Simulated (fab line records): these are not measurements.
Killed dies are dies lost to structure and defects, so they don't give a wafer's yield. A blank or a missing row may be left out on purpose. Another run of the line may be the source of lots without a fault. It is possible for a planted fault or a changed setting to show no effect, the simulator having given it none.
Matching of chambers || flow sky130 || rieDiel-02 running SKY_VIA3_ETCH_15: 4 sister chambers
The step etches SiO2 in C4F8/O2/Ar, stops on TiN, target depth 507 nm, time 78 s. 14 wafers are shown with their chamber, then 7 later ones without.

WAFERS WITH THEIR CHAMBER
{"wafer": "L076.1", "chamber": 0, "oesProductAu (a.u.)": 0.943}
{"wafer": "L076.2", "chamber": 1, "oesProductAu (a.u.)": 0.951}
{"wafer": "L076.3", "chamber": 2, "oesProductAu (a.u.)": 0.948}
{"wafer": "L076.4", "chamber": 3, "oesProductAu (a.u.)": 0.949}
{"wafer": "L076.5", "chamber": 0, "oesProductAu (a.u.)": 0.943}
{"wafer": "L076.6", "chamber": 1, "oesProductAu (a.u.)": 0.946}
{"wafer": "L080.3", "chamber": 3, "oesProductAu (a.u.)": 0.949}
{"wafer": "L080.4", "chamber": 0, "oesProductAu (a.u.)": 0.955}
{"wafer": "L080.5", "chamber": 0, "oesProductAu (a.u.)": 0.941}
{"wafer": "L082.1", "chamber": 0, "oesProductAu (a.u.)": 0.949}
{"wafer": "L082.2", "chamber": 1, "oesProductAu (a.u.)": 0.951}
{"wafer": "L082.3", "chamber": 3, "oesProductAu (a.u.)": 0.947}
{"wafer": "L084.2", "chamber": 2, "oesProductAu (a.u.)": 0.941}
{"wafer": "L084.5", "chamber": 3, "oesProductAu (a.u.)": 0.948}

SIGNATURES (means of the wafers above)
{"reading": "oesProductAu", "chamber 0": 0.94620, "chamber 1": 0.94933, "chamber 2": 0.94450, "chamber 3": 0.94825, "scatter within a chamber": 0.0042}
Rule: for a wafer and a chamber, the distance is found by dividing, reading by reading, the gap between the wafer's reading and the chamber's mean by the reading's scatter, squaring, summing and taking the root. If the next closest chamber is less than 2 further off than the closest, the wafer can't be placed; otherwise it belongs to the closest. The scatter: the root of (the sum of the squares of (reading less its chamber's mean) over the shown wafers, divided by (wafers less chambers)).

WAFERS WITHOUT THEIR CHAMBER
{"wafer": "L084.6", "oesProductAu (a.u.)": 0.952}
{"wafer": "L086.2", "oesProductAu (a.u.)": 0.947}
{"wafer": "L086.4", "oesProductAu (a.u.)": 0.951}
{"wafer": "L086.5", "oesProductAu (a.u.)": 0.955}
{"wafer": "L088.2", "oesProductAu (a.u.)": 0.950}
{"wafer": "L088.3", "oesProductAu (a.u.)": 0.947}
{"wafer": "L088.6", "oesProductAu (a.u.)": 0.948}

WHICH CHAMBER EACH ONE RAN IN
{"wafer": "L084.6", "from the rows above": "can't be placed: 1 or 3 or 0 or 2", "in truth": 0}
{"wafer": "L086.2", "from the rows above": "can't be placed: 0 or 3 or 1 or 2", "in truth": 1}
{"wafer": "L086.4", "from the rows above": "can't be placed: 1 or 3 or 0 or 2", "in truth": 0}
{"wafer": "L086.5", "from the rows above": "can't be placed: 1 or 3 or 0 or 2", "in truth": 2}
{"wafer": "L088.2", "from the rows above": "can't be placed: 1 or 3 or 0 or 2", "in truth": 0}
{"wafer": "L088.3", "from the rows above": "can't be placed: 0 or 3 or 1 or 2", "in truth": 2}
{"wafer": "L088.6", "from the rows above": "can't be placed: 3 or 1 or 0 or 2", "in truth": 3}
Correct placement for 0 of the 7. These rows do not allow placing 7 (true chamber among the candidates in 7). 0 placed wrongly.
